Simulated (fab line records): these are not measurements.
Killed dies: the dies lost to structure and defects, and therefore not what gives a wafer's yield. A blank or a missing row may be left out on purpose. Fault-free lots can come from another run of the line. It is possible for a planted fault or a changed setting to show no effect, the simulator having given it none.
fab line records    flow sky130
record lots=7  wafers=21  last-day=50
route steps=708 shown VIA4@660 METAL5@661 PAD_OPEN@708
lots that met no fault: from a run of the same line without faults
start-h: start of the lot's first displayed wafer, in hours after the record's first day    wait-h: hours elapsed since this lot's preceding step    " as in the row above    L1.1+2: several wafers, shown together as one row    - no value, or no start was given    * or withheld: withheld    < > ~ a bound
route shown NAME@n: names a module that has steps shown in the file, with the first one's number in the route    usual: the fault-free wafers' mean and standard deviation    same: alike in all rows    chamber/n: place in a boat    sites: the reading at each site    _std_site: standard deviation across them    _edge_site: inner sites' mean taken away from outer sites' mean    radius-mm: for every site, how far away it sits from the centre of the wafer    mask NAME#n: copy n    behind: the tool/chamber that last shaped the wafer    hold: what put the lot on hold/how long, in hours/how the hold closed    device: the n, p or np transistor that did not switch    end of line: the tests these same wafers got at the end of their route    a step without rows: its recipe alone    killed: the dies lost at the first sort to structure and to defects; this is not the yield of the wafer    map: shows each die of a wafer: x if killed, . if not, _ if none is there
set.NAME: the setting the step ran with; set.NAME@STEP: the setting that earlier step ran with    model.NAME: the simulator's own value behind a step, which no gauge read
lots at some steps of the route; a table a step, a row a wafer
services: a tool's chamber out of use, with start hour (start-h, from the record's first day; less than 0 if before it), hours out, and reason
## steps
# step SKY_VIA4_CMP_21
# recipe stop-on=SiO2  t-overpolish-s=25  down-force-psi=3.5  platen-rpm=60  target-thk-nm=0  pad-velocity-m-s=0.94248
# step SKY_METAL5_SPUTTER_00
# recipe material=Ti  target-thk-nm=15  power-w=3000  time-s=10  chamber-pressure-pa=0.4
# usual throttle-valve-pct=29.6/1.1
lot.wafer  tool            chamber  start-h  wait-h  throttle-valve-pct
L910.2     pvd-sputter-01  -        1007.37  0.1     29.9
L910.3     "               -        "        "       31.0
L910.6     "               -        "        "       29.1
L914.2     pvd-sputter-01  -        1039.15  0.2     29.4
L914.3     "               -        "        "       29.8
L914.6     "               -        "        "       28.7
L920.1     pvd-sputter-04  -        1080.10  0.1     29.0
L920.3     "               -        "        "       29.4
L920.6     "               -        "        "       29.5
L921.1     pvd-sputter-01  -        1087.72  0.2     30.0
L921.3     "               -        "        "       27.6
L921.6     "               -        "        "       27.7
L922.1     pvd-sputter-02  -        1088.82  0.1     30.7
L922.4     "               -        "        "       30.6
L922.6     "               -        "        "       31.3
L929.2     pvd-sputter-01  -        1130.28  0.2     27.3
L929.4     "               -        "        "       30.1
L929.5     "               -        "        "       27.4
L932.2     pvd-sputter-02  -        1147.65  0.2     30.9
L932.4     "               -        "        "       29.8
L932.6     "               -        "        "       30.7
# step SKY_METAL5_SPUTTER_01
# recipe material=TiN  target-thk-nm=20  power-w=6500  time-s=16.7  chamber-pressure-pa=0.4
# usual throttle-valve-pct=29.6/1.1
lot.wafer  tool            chamber  start-h  wait-h  throttle-valve-pct
L910.2     pvd-sputter-01  -        1007.39  0.0     29.9
L910.3     "               -        "        "       31.1
L910.6     "               -        "        "       29.0
L914.2     pvd-sputter-01  -        1039.17  0.0     29.1
L914.3     "               -        "        "       29.9
L914.6     "               -        "        "       28.9
L920.1     pvd-sputter-04  -        1080.12  0.0     28.9
L920.3     "               -        "        "       29.2
L920.6     "               -        "        "       29.5
L921.1     pvd-sputter-01  -        1087.74  0.0     29.7
L921.3     "               -        "        "       27.3
L921.6     "               -        "        "       27.4
L922.1     pvd-sputter-02  -        1088.84  0.0     31.1
L922.4     "               -        "        "       30.8
L922.6     "               -        "        "       31.1
L929.2     pvd-sputter-01  -        1130.31  0.0     27.4
L929.4     "               -        "        "       29.8
L929.5     "               -        "        "       27.4
L932.2     pvd-sputter-02  -        1147.67  0.0     31.0
L932.4     "               -        "        "       29.8
L932.6     "               -        "        "       30.8
# step SKY_METAL5_SPUTTER_02
# recipe material=AlCu  target-thk-nm=1150  power-w=10600  time-s=61.2  chamber-pressure-pa=0.4
# usual throttle-valve-pct=29.6/1.1
lot.wafer  tool            chamber  start-h  wait-h  throttle-valve-pct
L910.2     pvd-sputter-01  -        1007.42  0.0     29.9
L910.3     "               -        "        "       30.9
L910.6     "               -        "        "       29.0
L914.2     pvd-sputter-01  -        1039.20  0.0     28.9
L914.3     "               -        "        "       30.0
L914.6     "               -        "        "       29.0
L920.1     pvd-sputter-04  -        1080.15  0.0     28.6
L920.3     "               -        "        "       29.2
L920.6     "               -        "        "       29.5
L921.1     pvd-sputter-01  -        1087.77  0.0     30.2
L921.3     "               -        "        "       27.4
L921.6     "               -        "        "       27.5
L922.1     pvd-sputter-02  -        1088.86  0.0     30.7
L922.4     "               -        "        "       30.7
L922.6     "               -        "        "       30.6
L929.2     pvd-sputter-01  -        1130.33  0.0     27.4
L929.4     "               -        "        "       29.9
L929.5     "               -        "        "       27.3
L932.2     pvd-sputter-02  -        1147.70  0.0     31.1
L932.4     "               -        "        "       29.7
L932.6     "               -        "        "       30.9
# step SKY_METAL5_SPUTTER_03
# recipe material=Ti  target-thk-nm=5  power-w=3000  time-s=3.3  chamber-pressure-pa=0.4
# usual throttle-valve-pct=29.6/1.1
lot.wafer  tool            chamber  start-h  wait-h  throttle-valve-pct
L910.2     pvd-sputter-01  -        1007.47  0.0     29.7
L910.3     "               -        "        "       31.3
L910.6     "               -        "        "       29.0
L914.2     pvd-sputter-01  -        1039.25  0.0     29.0
L914.3     "               -        "        "       30.4
L914.6     "               -        "        "       29.0
L920.1     pvd-sputter-04  -        1080.20  0.0     28.6
L920.3     "               -        "        "       29.5
L920.6     "               -        "        "       29.5
L921.1     pvd-sputter-01  -        1087.82  0.0     29.9
L921.3     "               -        "        "       27.5
L921.6     "               -        "        "       27.4
L922.1     pvd-sputter-02  -        1088.92  0.0     31.0
L922.4     "               -        "        "       30.6
L922.6     "               -        "        "       30.8
L929.2     pvd-sputter-01  -        1130.38  0.0     27.6
L929.4     "               -        "        "       29.8
L929.5     "               -        "        "       27.4
L932.2     pvd-sputter-02  -        1147.75  0.0     31.0
L932.4     "               -        "        "       29.8
L932.6     "               -        "        "       31.0
# step SKY_METAL5_SPUTTER_04
# recipe material=TiN  target-thk-nm=70  power-w=6500  time-s=58.3  chamber-pressure-pa=0.4
# usual throttle-valve-pct=29.6/1.1
lot.wafer  tool            chamber  start-h  wait-h  throttle-valve-pct
L910.2     pvd-sputter-01  -        1007.49  0.0     29.9
L910.3     "               -        "        "       31.1
L910.6     "               -        "        "       29.1
L914.2     pvd-sputter-01  -        1039.26  0.0     28.9
L914.3     "               -        "        "       30.0
L914.6     "               -        "        "       29.1
L920.1     pvd-sputter-04  -        1080.22  0.0     28.9
L920.3     "               -        "        "       29.4
L920.6     "               -        "        "       29.4
L921.1     pvd-sputter-01  -        1087.84  0.0     29.7
L921.3     "               -        "        "       27.5
L921.6     "               -        "        "       27.3
L922.1     pvd-sputter-02  -        1088.93  0.0     31.0
L922.4     "               -        "        "       30.9
L922.6     "               -        "        "       30.8
L929.2     pvd-sputter-01  -        1130.40  0.0     27.4
L929.4     "               -        "        "       30.0
L929.5     "               -        "        "       27.5
L932.2     pvd-sputter-02  -        1147.77  0.0     30.9
L932.4     "               -        "        "       29.8
L932.6     "               -        "        "       30.6
# step SKY_METAL5_RS_MEAS_05
# recipe thk-meas-gauge=four-point-probe  reads=TiN_of_METAL5_SPUTTER_04+Ti_of_METAL5_SPUTTER_03+AlCu_of_METAL5_SPUTTER_02+TiN_of_METAL5_SPUTTER_01+Ti_of_METAL5_SPUTTER_00
# usual METAL5_ALCU_RS=0.02703/0.00024
lot.wafer  tool           chamber  start-h  wait-h  METAL5_ALCU_RS[ohm/sq]
L910.2     film-metro-01  -        1007.56  0.0     0.02666
L910.3     "              -        "        "       0.02693
L910.6     "              -        "        "       0.02688
L914.2     film-metro-03  -        1039.33  0.0     0.02715
L914.3     "              -        "        "       0.02698
L914.6     "              -        "        "       0.02697
L920.1     film-metro-04  -        1080.27  0.0     0.02689
L920.3     "              -        "        "       0.02685
L920.6     "              -        "        "       0.027
L921.1     film-metro-04  -        1087.89  0.0     0.02722
L921.3     "              -        "        "       0.02724
L921.6     "              -        "        "       0.02739
L922.1     film-metro-04  -        1088.98  0.0     0.02692
L922.4     "              -        "        "       0.02705
L922.6     "              -        "        "       0.02696
L929.2     film-metro-01  -        1130.47  0.0     0.02686
L929.4     "              -        "        "       0.02695
L929.5     "              -        "        "       0.02685
L932.2     film-metro-01  -        1147.83  0.0     0.02711
L932.4     "              -        "        "       0.02718
L932.6     "              -        "        "       0.0271
# step SKY_METAL5_THK_MEAS_06
# recipe thk-meas-gauge=xrf  reads=AlCu_of_METAL5_SPUTTER_02
# usual METAL5_ALCU_THK=1164/13
lot.wafer  tool           chamber  start-h  wait-h  METAL5_ALCU_THK[nm]
L910.2     film-metro-01  -        1007.67  0.1     1172
L910.3     "              -        "        "       1157
L910.6     "              -        "        "       1154
L914.2     film-metro-03  -        1039.44  0.1     1169
L914.3     "              -        "        "       1167
L914.6     "              -        "        "       1162
L920.1     film-metro-04  -        1080.39  0.1     1180
L920.3     "              -        "        "       1185
L920.6     "              -        "        "       1178
L921.1     film-metro-04  -        1088.01  0.1     1160
L921.3     "              -        "        "       1163
L921.6     "              -        "        "       1145
L922.1     film-metro-04  -        1089.10  0.1     1180
L922.4     "              -        "        "       1174
L922.6     "              -        "        "       1182
L929.2     film-metro-01  -        1130.58  0.1     1164
L929.4     "              -        "        "       1149
L929.5     "              -        "        "       1162
L932.2     film-metro-01  -        1147.94  0.1     1150
L932.4     "              -        "        "       1141
L932.6     "              -        "        "       1150
# step SKY_METAL5_DEHYDRATE_07
# recipe temp-c=200  time-s=60
# step SKY_METAL5_HMDS_08
# recipe prime-time-s=60  prime-temp-c=120
# step SKY_METAL5_COAT_09
# recipe resist=NOVOLAK  spin-rpm=3000  resist-thk-nm=1800
# step SKY_METAL5_SOFTBAKE_10
# recipe temp-c=90  time-s=60  resist=NOVOLAK
# step SKY_METAL5_EXPOSE_11
# recipe mask-id=MM5  na=0.6  source-shape=conventional  sigma-outer=0.6  polarization=unpolarized  target-cd-nm=1600  dose-mj=190
lot.wafer   tool              chamber  start-h  wait-h  mask   model.METAL5.overlay-x-nm
L910.2+3+6  iline-stepper-01  0        1019.40  -       MM5#0  -0.693
L914.2+3+6  iline-stepper-02  0        1050.42  -       MM5#0  -0.9678
L920.1+3+6  iline-stepper-02  0        1090.40  -       MM5#0  227.6
L921.1+3+6  iline-stepper-02  0        1098.06  -       MM5#0  228.1
L922.1+4+6  iline-stepper-02  0        1099.00  -       MM5#0  227.5
L929.2+4+5  iline-stepper-01  0        1139.78  -       MM5#0  -0.7186
L932.2+4+6  iline-stepper-01  0        1156.63  -       MM5#0  -0.8998
# step SKY_METAL5_PEB_12
# recipe temp-c=withheld  time-s=*  resist=NOVOLAK
# step SKY_PAD_OPEN_PROBE_99
# usual defect-limited-yield=82.7/2  killed_at_M0_to_M3=42/7.7  killed_at_M4_up=3.1/1.9  killed-at-contacts=24/4.9  killed-at-front-end=15/4.6  killed-at-other=0.3/0.51  killed-dies=85/9.9  killed-open=47/7.1  killed-short=38/6.7  sort_bin_3_pad_short=0.9/0.46  sort_bin_5_function=10.1/1.5  sort_bin_6_memory=6.3/1.1  sort-n-pass=407/9.9  sort-yield-pct=82.7/2
# same gross-dies=492  killed-at-back-side=0  sort_bin_4_leakage[%]=0  sort_bin_8_speed[%]=0
lot.wafer  tool       chamber  start-h  wait-h  defect-limited-yield[%]  killed_at_M0_to_M3  killed_at_M4_up  killed-at-contacts  killed-at-front-end  killed-at-other  killed-dies  killed-open  killed-short  sort_bin_3_pad_short[%]  sort_bin_5_function[%]  sort_bin_6_memory[%]  sort-n-pass  sort-yield-pct[%]  model.etest.via4-chain.rc-ohm
L910.2     prober-02  -        1076.88  0.1     80.3                     48                  1                23                  25                   0                97           58           39            0.4                      10.4                    8.9                   395          80.3               0.8146
L910.3     prober-02  -        1076.93  0.2     83.7                     39                  2                25                  14                   0                80           40           40            1.0                      9.3                     5.9                   412          83.7               0.8123
L910.6     prober-02  -        1077.08  0.2     81.3                     45                  2                26                  19                   0                92           56           36            0.6                      12.4                    5.7                   400          81.3               0.7898
L914.2     prober-02  -        1106.61  0.1     81.7                     44                  4                21                  20                   1                90           51           39            0.4                      11.4                    6.5                   402          81.7               0.786
L914.3     prober-02  -        1106.66  0.2     83.5                     31                  4                32                  14                   0                81           51           30            0.2                      10.6                    5.7                   411          83.5               0.8251
L914.6     prober-02  -        1106.81  0.2     80.3                     38                  3                29                  27                   0                97           65           32            0.6                      12.2                    6.9                   395          80.3               0.8062
L920.1     prober-02  -        1142.11  0.1     84.3                     42                  3                15                  17                   0                77           47           30            1.4                      8.1                     6.1                   415          84.3               0.8654
L920.3     prober-02  -        1142.21  0.2     80.5                     44                  3                29                  19                   1                96           48           47            1.0                      11.0                    7.5                   396          80.5               0.8496
L920.6     prober-02  -        1142.36  0.2     84.6                     35                  6                27                  8                    0                76           33           43            0.8                      10.8                    3.9                   416          84.6               0.8548
L921.1     prober-01  -        1149.34  0.1     82.7                     41                  2                23                  19                   0                85           54           30            1.0                      11.2                    5.1                   407          82.7               0.863
L921.3     prober-01  -        1149.44  0.2     83.5                     42                  6                11                  22                   0                81           34           45            0.6                      11.8                    4.1                   411          83.5               0.8767
L921.6     prober-01  -        1149.59  0.2     85.2                     24                  2                22                  24                   1                73           45           27            0.8                      8.1                     5.9                   419          85.2               0.8796
L922.1     prober-02  -        1150.53  0.1     85.4                     35                  6                22                  9                    0                72           47           25            0.6                      8.3                     5.7                   420          85.4               0.8665
L922.4     prober-02  -        1150.68  0.2     82.9                     39                  2                31                  12                   0                84           56           28            0.8                      9.1                     7.1                   408          82.9               0.8578
L922.6     prober-02  -        1150.78  0.2     81.1                     54                  6                24                  9                    0                93           46           46            1.2                      11.6                    6.1                   399          81.1               0.8842
L929.2     prober-01  -        1185.86  0.1     86.4                     29                  5                23                  9                    1                67           40           27            0.4                      10.0                    3.3                   425          86.4               0.8512
L929.4     prober-01  -        1185.96  0.2     85.6                     30                  2                25                  14                   0                71           32           39            0.8                      9.1                     4.5                   421          85.6               0.8178
L929.5     prober-01  -        1186.01  0.2     83.1                     37                  3                22                  21                   0                83           42           38            0.8                      9.6                     6.5                   409          83.1               0.7928
L932.2     prober-02  -        1199.20  0.1     80.1                     56                  1                26                  15                   0                98           51           47            1.4                      10.8                    7.7                   394          80.1               0.7703
L932.4     prober-02  -        1199.30  0.2     80.9                     42                  2                29                  20                   1                94           52           42            0.4                      12.4                    6.3                   398          80.9               0.8006
L932.6     prober-02  -        1199.40  0.2     83.9                     42                  3                25                  9                    0                79           31           48            0.4                      8.7                     6.9                   413          83.9               0.7866
# killed by level:class
L910.2 VIA1:geometric-particle:open=16 VIA3:geometric-particle:open=13 CONTACT:geometric-particle:open=10 POLY_GATE:geometric-particle:open=9 CONTACT:geometric-particle:short=6 LI_CONTACT:geometric-particle:short=6 POLY_GATE:geometric-particle:short=5 METAL1:geometric-particle:short=5
L910.3 CONTACT:geometric-particle:open=9 VIA1:geometric-particle:short=8 METAL1:geometric-particle:short=7 LI_CONTACT:geometric-particle:open=6 VIA1:geometric-particle:open=6 VIA3:geometric-particle:open=6 POLY_GATE:geometric-particle:open=5 CONTACT:geometric-particle:short=5
L910.6 VIA1:geometric-particle:open=14 CONTACT:geometric-particle:open=11 VIA3:geometric-particle:open=9 LI_CONTACT:geometric-particle:open=8 FIELD_ISO:geometric-particle:open=6 VIA1:geometric-particle:short=5 METAL2:geometric-particle:short=5 FIELD_ISO:geometric-particle:short=4
L914.2 CONTACT:geometric-particle:open=9 METAL1:geometric-particle:short=9 LI_CONTACT:geometric-particle:open=8 VIA1:geometric-particle:open=7 METAL2:geometric-particle:short=6 FIELD_ISO:geometric-particle:open=5 POLY_GATE:geometric-particle:open=5 VIA2:geometric-particle:open=5
L914.3 LI_CONTACT:geometric-particle:open=10 VIA1:geometric-particle:open=10 LOCAL_INTERCONNECT:geometric-particle:short=8 FIELD_ISO:geometric-particle:open=6 CONTACT:geometric-particle:open=6 CONTACT:geometric-particle:short=5 VIA3:geometric-particle:open=5 METAL1:geometric-particle:short=4
L914.6 VIA1:geometric-particle:open=14 LI_CONTACT:geometric-particle:open=13 CONTACT:geometric-particle:open=9 FIELD_ISO:geometric-particle:open=6 VIA2:geometric-particle:open=6 POLY_GATE:geometric-particle:short=5 POLY_GATE:geometric-particle:open=5 LOCAL_INTERCONNECT:geometric-particle:short=5
L920.1 VIA3:geometric-particle:open=11 VIA1:geometric-particle:open=8 VIA2:geometric-particle:open=6 FIELD_ISO:geometric-particle:open=4 FIELD_ISO:geometric-particle:short=4 CONTACT:geometric-particle:short=4 METAL2:geometric-particle:short=4 POLY_GATE:geometric-particle:short=3
L920.3 VIA1:geometric-particle:open=10 VIA3:geometric-particle:open=8 CONTACT:geometric-particle:open=7 LI_CONTACT:geometric-particle:short=6 LI_CONTACT:geometric-particle:open=6 CONTACT:geometric-particle:short=6 VIA2:geometric-particle:open=6 FIELD_ISO:geometric-particle:short=5
L920.6 CONTACT:geometric-particle:open=10 VIA1:geometric-particle:short=6 LI_CONTACT:geometric-particle:open=5 CONTACT:geometric-particle:short=5 VIA3:geometric-particle:open=5 METAL2:geometric-particle:short=4 VIA2:geometric-particle:short=4 METAL4:geometric-particle:short=4
L921.1 VIA1:geometric-particle:open=15 LI_CONTACT:geometric-particle:open=9 CONTACT:geometric-particle:open=8 VIA2:geometric-particle:open=6 POLY_GATE:geometric-particle:open=5 METAL2:geometric-particle:short=5 FIELD_ISO:geometric-particle:short=4 POLY_GATE:geometric-particle:short=4
L921.3 VIA1:geometric-particle:open=13 FIELD_ISO:geometric-particle:short=6 METAL1:geometric-particle:short=6 VIA2:geometric-particle:open=5 POLY_GATE:geometric-particle:open=5 METAL4:geometric-particle:short=5 METAL2:geometric-particle:short=5 LI_CONTACT:geometric-particle:short=4
L921.6 LI_CONTACT:geometric-particle:open=10 CONTACT:geometric-particle:open=7 FIELD_ISO:geometric-particle:short=6 POLY_GATE:geometric-particle:open=6 VIA1:geometric-particle:open=6 FIELD_ISO:geometric-particle:open=4 METAL2:geometric-particle:short=4 VIA2:geometric-particle:open=4
L922.1 VIA1:geometric-particle:open=12 CONTACT:geometric-particle:open=9 VIA2:geometric-particle:open=8 LI_CONTACT:geometric-particle:open=5 METAL4:geometric-particle:short=5 CONTACT:geometric-particle:short=5 FIELD_ISO:geometric-particle:open=4 POLY_GATE:geometric-particle:open=3
L922.4 CONTACT:geometric-particle:open=17 VIA1:geometric-particle:open=10 LI_CONTACT:geometric-particle:open=7 VIA3:geometric-particle:open=6 POLY_GATE:geometric-particle:short=5 METAL2:geometric-particle:short=5 VIA2:geometric-particle:open=5 POLY_GATE:geometric-particle:open=4
L922.6 CONTACT:geometric-particle:open=11 VIA1:geometric-particle:short=10 VIA1:geometric-particle:open=10 METAL2:geometric-particle:short=9 VIA2:geometric-particle:open=7 VIA3:geometric-particle:short=6 CONTACT:geometric-particle:short=5 LI_CONTACT:geometric-particle:open=4
L929.2 CONTACT:geometric-particle:open=11 VIA2:geometric-particle:open=6 VIA3:geometric-particle:open=6 LI_CONTACT:geometric-particle:open=5 VIA1:geometric-particle:open=5 POLY_GATE:geometric-particle:open=4 LOCAL_INTERCONNECT:geometric-particle:short=3 METAL1:geometric-particle:short=3
L929.4 CONTACT:geometric-particle:short=10 VIA1:geometric-particle:open=8 CONTACT:geometric-particle:open=6 VIA1:geometric-particle:short=5 LI_CONTACT:geometric-particle:short=4 METAL2:geometric-particle:short=4 VIA2:geometric-particle:open=4 POLY_GATE:geometric-particle:short=3
L929.5 CONTACT:geometric-particle:open=8 METAL2:geometric-particle:short=7 LI_CONTACT:geometric-particle:open=6 VIA1:geometric-particle:open=6 METAL1:geometric-particle:short=5 FIELD_ISO:geometric-particle:open=4 VIA2:geometric-particle:open=4 LOCAL_INTERCONNECT:geometric-particle:short=4
L932.2 VIA1:geometric-particle:open=13 VIA3:geometric-particle:open=9 LOCAL_INTERCONNECT:geometric-particle:short=8 VIA2:geometric-particle:open=7 LI_CONTACT:geometric-particle:open=7 METAL3:geometric-particle:short=6 METAL2:geometric-particle:short=6 FIELD_ISO:geometric-particle:short=5
L932.4 VIA1:geometric-particle:open=13 CONTACT:geometric-particle:open=10 LI_CONTACT:geometric-particle:open=8 FIELD_ISO:geometric-particle:short=7 VIA1:geometric-particle:short=6 FIELD_ISO:geometric-particle:open=4 POLY_GATE:geometric-particle:open=4 METAL1:geometric-particle:short=4
L932.6 CONTACT:geometric-particle:open=10 VIA3:geometric-particle:open=8 METAL1:geometric-particle:short=7 VIA1:geometric-particle:open=7 VIA1:geometric-particle:short=6 VIA2:geometric-particle:short=5 LI_CONTACT:geometric-particle:short=5 LOCAL_INTERCONNECT:geometric-particle:short=5
## services
tool              chamber  start-h  hours  kind
iline-stepper-02  0        986.08   -      calibration
iline-stepper-01  0        1007.92  -      calibration
pvd-sputter-04    -        1030.48  4.3    repair
iline-stepper-02  -        1070.16  5.0    repair
iline-stepper-01  -        1112.13  1.7    pm
iline-stepper-02  -        1120.39  1.7    pm
pvd-sputter-02    -        1121.10  13.7   repair
iline-stepper-01  -        1129.16  2.1    pm
iline-stepper-01  -        1131.24  -      consumable-replace:lamp
## key
first-sign none at tools or gauges
model-effect step=SKY_METAL5_EXPOSE_11  value=METAL5.overlay-x-nm  without=0.9651  struck=227.7
model-effect step=SKY_PAD_OPEN_PROBE_99  value=etest.via4-chain.rc-ohm  without=0.8017  struck=0.8664
met-at SKY_METAL5_EXPOSE_11
struck-wafers L920.1,L920.3,L920.6,L921.1,L921.3,L921.6,L922.1,L922.4,L922.6
onset-between 1050.42 1090.40
fault kind=scanner-matching-overlay  tool=iline-stepper-02  chamber=-  onset-h=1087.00  steps=SKY_METAL5_EXPOSE_11  offset=226.78
